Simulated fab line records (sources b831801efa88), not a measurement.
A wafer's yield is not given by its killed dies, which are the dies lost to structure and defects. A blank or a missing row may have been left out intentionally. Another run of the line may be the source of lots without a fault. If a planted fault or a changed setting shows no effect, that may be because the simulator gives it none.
Which tool is to blame?    flow sky130    12 lots with 36 wafers sampled at 6 steps, on a route of 708 steps

== WHAT EACH GAUGE READ, for each wafer ==
SKY_VIA1_BOW_MEAS_03. Usual: VIA1_BOW 81 um, standard deviation 7.5.
lot   measured      on            VIA1_BOW (um)  flag
L758  day 34 10:22  filmMetro-04  86 85 103      
L755  day 34 10:33  filmMetro-04  103 84 90      
L757  day 34 11:01  filmMetro-04  84 96 86       
L759  day 34 12:07  filmMetro-01  78 74 82       
L760  day 34 15:17  filmMetro-01  90 87 75       
L762  day 35 05:24  filmMetro-02  98 92 91       
L763  day 35 17:13  filmMetro-02  71 81 75       
L766  day 36 07:49  filmMetro-04  71 82 75       
L767  day 37 07:10  filmMetro-01  85 76 85       
L768  day 38 08:02  filmMetro-04  93 82 84       
L774  day 39 05:24  filmMetro-04  82 78 85       
L775  day 39 12:49  filmMetro-01  75 87 89       

SKY_METAL2_RS_MEAS_05: a four-point-probe measurement. Usual: METAL2_ALCU_RS 0.1266 ohm/sq, standard deviation 0.0014.
lot   measured      on            METAL2_ALCU_RS (ohm/sq)  flag
L758  day 35 14:11  filmMetro-03  0.1263 0.1276 0.1262     
L755  day 35 15:11  filmMetro-03  0.1274 0.1276 0.1267     
L757  day 35 15:20  filmMetro-04  0.1240 0.1274 0.1271     
L759  day 35 16:09  filmMetro-04  0.1283 0.1288 0.1269     
L760  day 35 19:26  filmMetro-03  0.1256 0.1246 0.1245     
L762  day 36 09:13  filmMetro-03  0.1265 0.1264 0.1272     
L763  day 36 20:52  filmMetro-03  0.1290 0.1269 0.1276     
L766  day 37 11:30  filmMetro-04  0.1270 0.1271 0.1268     
L767  day 38 10:25  filmMetro-03  0.1242 0.1242 0.1259     
L768  day 39 11:05  filmMetro-03  0.1277 0.1276 0.1272     
L774  day 40 07:55  filmMetro-01  0.1450 0.1441 0.1443     OFF
L775  day 40 14:56  filmMetro-01  0.1449 0.1427 0.1451     OFF

SKY_METAL2_THK_MEAS_06: measures by xrf. Usual: METAL2_ALCU_THK 247 nm, standard deviation 3.1.
lot   measured      on            METAL2_ALCU_THK (nm)  flag
L758  day 35 14:17  filmMetro-03  247 243 245           
L755  day 35 15:17  filmMetro-03  246 242 244           
L757  day 35 15:26  filmMetro-04  252 245 244           
L759  day 35 16:16  filmMetro-04  242 242 247           
L760  day 35 19:32  filmMetro-03  247 249 250           
L762  day 36 09:19  filmMetro-03  243 247 244           
L763  day 36 20:59  filmMetro-03  242 246 244           
L766  day 37 11:37  filmMetro-04  244 244 244           
L767  day 38 10:31  filmMetro-03  250 250 246           
L768  day 39 11:12  filmMetro-03  246 246 245           
L774  day 40 08:02  filmMetro-01  215 218 218           OFF
L775  day 40 15:03  filmMetro-01  217 220 217           OFF

== EACH LOT AND THE TOOL THAT RAN IT (in order: tool; ch and the chambers of the sampled wafers; start) ==
lot   SKY_METAL2_SPUTTER_00        SKY_METAL2_SPUTTER_02        SKY_METAL2_SPUTTER_03
L758  pvdSputter-04, day 35 14:01  pvdSputter-04, day 35 14:04  pvdSputter-04, day 35 14:05
L755  pvdSputter-04, day 35 15:01  pvdSputter-04, day 35 15:04  pvdSputter-04, day 35 15:05
L757  pvdSputter-02, day 35 15:10  pvdSputter-02, day 35 15:13  pvdSputter-02, day 35 15:14
L759  pvdSputter-02, day 35 16:01  pvdSputter-02, day 35 16:04  pvdSputter-02, day 35 16:05
L760  pvdSputter-04, day 35 19:16  pvdSputter-04, day 35 19:19  pvdSputter-04, day 35 19:20
L762  pvdSputter-04, day 36 09:02  pvdSputter-04, day 36 09:05  pvdSputter-04, day 36 09:06
L763  pvdSputter-03, day 36 20:43  pvdSputter-03, day 36 20:46  pvdSputter-03, day 36 20:47
L766  pvdSputter-04, day 37 11:20  pvdSputter-04, day 37 11:23  pvdSputter-04, day 37 11:25
L767  pvdSputter-04, day 38 10:15  pvdSputter-04, day 38 10:18  pvdSputter-04, day 38 10:20
L768  pvdSputter-03, day 39 10:56  pvdSputter-03, day 39 10:59  pvdSputter-03, day 39 11:01
L774  pvdSputter-04, day 40 07:46  pvdSputter-04, day 40 07:49  pvdSputter-04, day 40 07:50
L775  pvdSputter-04, day 40 14:47  pvdSputter-04, day 40 14:50  pvdSputter-04, day 40 14:51
- SKY_METAL2_SPUTTER_00: material Ti, target thk 15 nm, time 10 s.
- SKY_METAL2_SPUTTER_02: material AlCu, target thk 250 nm, time 13.3 s.
- SKY_METAL2_SPUTTER_03: material Ti, target thk 5 nm, time 3.3 s.

== AS READ BY THE TOOLS THEMSELVES (means over the sampled wafers that have a number; for cases with no such wafer, the mark the record gives instead) ==
SKY_METAL2_SPUTTER_00. Usual: 30.4 % for throttleValvePct, sd 0.84.
lot   tool           throttleValvePct (%)  flag
L758  pvdSputter-04  30.7                  
L755  pvdSputter-04  30.5                  
L757  pvdSputter-02  29.9                  
L759  pvdSputter-02  29.6                  
L760  pvdSputter-04  30.5                  
L762  pvdSputter-04  30.7                  
L763  pvdSputter-03  30.6                  
L766  pvdSputter-04  30.4                  
L767  pvdSputter-04  30.4                  
L768  pvdSputter-03  30.7                  
L774  pvdSputter-04  30.2                  
L775  pvdSputter-04  30.3                  

SKY_METAL2_SPUTTER_02. Usual: 30.4 % for throttleValvePct, sd 0.82.
lot   tool           throttleValvePct (%)  flag
L758  pvdSputter-04  30.7                  
L755  pvdSputter-04  30.6                  
L757  pvdSputter-02  29.8                  
L759  pvdSputter-02  29.8                  
L760  pvdSputter-04  30.6                  
L762  pvdSputter-04  30.9                  
L763  pvdSputter-03  30.6                  
L766  pvdSputter-04  30.3                  
L767  pvdSputter-04  30.6                  
L768  pvdSputter-03  30.6                  
L774  pvdSputter-04  30.3                  
L775  pvdSputter-04  30.3                  

SKY_METAL2_SPUTTER_03. Usual: 30.4 % for throttleValvePct, sd 0.84.
lot   tool           throttleValvePct (%)  flag
L758  pvdSputter-04  30.7                  
L755  pvdSputter-04  30.4                  
L757  pvdSputter-02  29.9                  
L759  pvdSputter-02  29.7                  
L760  pvdSputter-04  30.5                  
L762  pvdSputter-04  30.9                  
L763  pvdSputter-03  30.4                  
L766  pvdSputter-04  30.3                  
L767  pvdSputter-04  30.6                  
L768  pvdSputter-03  30.6                  
L774  pvdSputter-04  30.4                  
L775  pvdSputter-04  30.4                  

== THE ANSWER, worked out from the rows above alone ==
Rule: take the mean of a lot's wafers that have a number; if it is more than 3 standard deviations from the usual mean, the lot is off. A lot without any number at a reading at which 4 lots or more have one is off too. All remaining lots with rows at the step are treated as sound. Order of review: gauges by route order, followed by the tools' own readings, for which a lot's mean as printed above is used. At the first step where some lot is off, the reading lying furthest off is the one used; lots without a number count as furthest.
Off: L774, L775, at SKY_METAL2_RS_MEAS_05 (METAL2_ALCU_RS).
If a tool, at a process step before that reading, ran all the lots that are off and no sound lot after the first of them, it fits. Gauges at SKY_METAL2_RS_MEAS_05: tried the same way as those tools. Can't be told from this: 2 tools fit, pvdSputter-04 at SKY_METAL2_SPUTTER_00 and SKY_METAL2_SPUTTER_02 and SKY_METAL2_SPUTTER_03, filmMetro-01 at SKY_METAL2_RS_MEAS_05.

== WHAT WAS PUT IN BY THE SIMULATOR ==
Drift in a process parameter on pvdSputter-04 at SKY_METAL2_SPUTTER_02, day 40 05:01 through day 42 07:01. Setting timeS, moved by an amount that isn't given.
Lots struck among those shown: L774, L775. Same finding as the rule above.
